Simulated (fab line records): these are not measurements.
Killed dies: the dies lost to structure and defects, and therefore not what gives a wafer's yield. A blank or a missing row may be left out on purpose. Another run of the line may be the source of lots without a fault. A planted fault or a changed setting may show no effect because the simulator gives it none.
Code-filled problem report in 8D (eight disciplines) form | flow sky130 | the parts of the form that need people (team, actions taken, sign-off) are left out

== 1. THE PROBLEM ==
Wafers free of any fault read 6.91 ohm/sq (standard deviation 0.076) for CAPM_TIN_RS at SKY_CAPM_RS_MEAS_03, against a mean of 4.84 ohm/sq on 2 wafers of 2 lots. That puts it -27 standard deviations away from the usual mean.
The step: measures by four-point-probe.
First seen on wafer L506.2, day 41 23:21, on film-metro-03. Wafers with a number at this step in the record: 27, from 9 lots. Rule for "out", or "out of limits": more than 4 standard deviations from the usual mean. Any other wafer with a number is counted as sound.

== 2. WHAT IT IS, WHAT IT ISN'T ==
question                    | is                           | is not
which readings at this step | CAPM_TIN_RS                  | -
which lots                  | L506, L508                   | L493, L494, L498, L499, L512, L513, L515
which wafers of those lots  | L506.2, L508.4               | L506.3, L506.6, L508.3, L508.6
read on which gauges        | film-metro-01, film-metro-03 | film-metro-02
when                        | from day 41 23:21            | up to then (14 sound wafers); but 11 sound wafers of L508, L512, L513, L515 came after

== 3. WHAT RULES OUT EACH SUSPECT ==
Counting: a tool at a process step up to the reading stays a suspect if it ran every lot that is out. Sound lots after the first of them don't rule it out here, since some wafers of a struck lot are sound.
- the gauge at SKY_CAPM_RS_MEAS_03 is ruled out. The wafers that are out were read on 2 gauges (film-metro-01, film-metro-03).
- pvd-sputter-01 at SKY_METAL2_SPUTTER_00 (material Ti, target thk 15 nm, time 10 s): kept. It processed each lot that is out (first: L506, day 39 18:25); up to then, its last sound lot is L494 (day 34 01:35).
- pvd-sputter-01 at SKY_METAL2_SPUTTER_04 (material TiN, target thk 70 nm, time 58.3 s): kept. It processed each lot that is out (first: L506, day 39 18:31); up to then, its last sound lot is L494 (day 34 01:40).
- pvd-sputter-03 at SKY_CAPM_SPUTTER_02 (material TiN, target thk 200 nm, time 166.7 s): kept. It processed each lot that is out (first: L506, day 41 23:13); up to then, its last sound lot is L498 (day 38 04:41). Its own readings are out on those wafers: cathode-dc-power-W.
pvd-sputter-01 at SKY_METAL2_SPUTTER_00, pvd-sputter-01 at SKY_METAL2_SPUTTER_04 and pvd-sputter-03 at SKY_CAPM_SPUTTER_02 are what is left after counting.

== 4. THE CAUSE (what the simulator had put in) ==
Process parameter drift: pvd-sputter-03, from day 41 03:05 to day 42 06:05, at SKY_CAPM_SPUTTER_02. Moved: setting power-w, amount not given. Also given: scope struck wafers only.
After counting, 3 suspects remain, this tool included.

== 5. THE EFFECT CHAIN, in route order ==
One row per reading whose mean, taken over the struck wafers that have a number, lies over 3 standard deviations from the usual. Scope: only readings with a usual standard deviation given in the record; hours: median across lots of the time from each lot's start at the first step in this table that gives one to its start at this step; sigmas: change in usual standard deviations.
hours | step                   | reading              | usual       | on struck wafers | change  | sigmas
0     | SKY_CAPM_SPUTTER_02    | cathode-dc-power-W   | 6500.0 W    | 9224.2           | +2724.2 | +99 or more
0     | SKY_CAPM_RS_MEAS_03    | CAPM_TIN_RS          | 6.91 ohm/sq | 4.84             | -2.07   | -27
0     | SKY_CAPM_THK_MEAS_04   | CAPM_TIN_THK         | 199.9 nm    | 284.4            | +84.5   | +37
23    | SKY_CAPM_METAL_ETCH_13 | oes-product-au       | 0.941 a.u.  | 0.990            | +0.049  | +6.7
23    | SKY_CAPM_METAL_ETCH_13 | throttle-valve-pct   | 21.902 %    | 21.870           | -0.032  | -3.6
196   | SKY_PAD_OPEN_PROBE_99  | defect-limited-yield | 82.5 %      | 0.0              | -82.5   | -46
196   | SKY_PAD_OPEN_PROBE_99  | killed-at-other      | 0.2         | 400.0            | +399.8  | +99 or more
196   | SKY_PAD_OPEN_PROBE_99  | killed-dies          | 86          | 492              | +406    | +46
196   | SKY_PAD_OPEN_PROBE_99  | killed-on-rim        | 16          | 96               | +80     | +24
196   | SKY_PAD_OPEN_PROBE_99  | sort_bin_3_pad_short | 0.8 %       | 82.0             | +81.2   | +99 or more
196   | SKY_PAD_OPEN_PROBE_99  | sort-n-pass          | 406         | 0                | -406    | -46
196   | SKY_PAD_OPEN_PROBE_99  | sort-yield-pct       | 82.5 %      | 0.0              | -82.5   | -46
Its process steps:
- SKY_CAPM_SPUTTER_02: material TiN, target thk 200 nm, time 166.7 s.
- SKY_CAPM_METAL_ETCH_13: etches TiN in Cl2/BCl3, stops on SiO2, target depth 220 nm, time 62.9 s.
- SKY_PAD_OPEN_PROBE_99

== 6. WHAT WOULD HAVE CAUGHT IT SOONER ==
20 hours passed between the start of the fault at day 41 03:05 and the first reading out of limits at a measuring or inspecting step in this record, taken at day 41 23:21.
The tool's own readings at SKY_CAPM_SPUTTER_02 were out on every struck wafer that the step has a row for (cathode-dc-power-W): an alarm limit on them would have fired on the first of those.
Of the lots that are out (2), L508 began SKY_CAPM_SPUTTER_02 on pvd-sputter-03 after day 41 23:21. A hold on the tool at that time would have spared it.
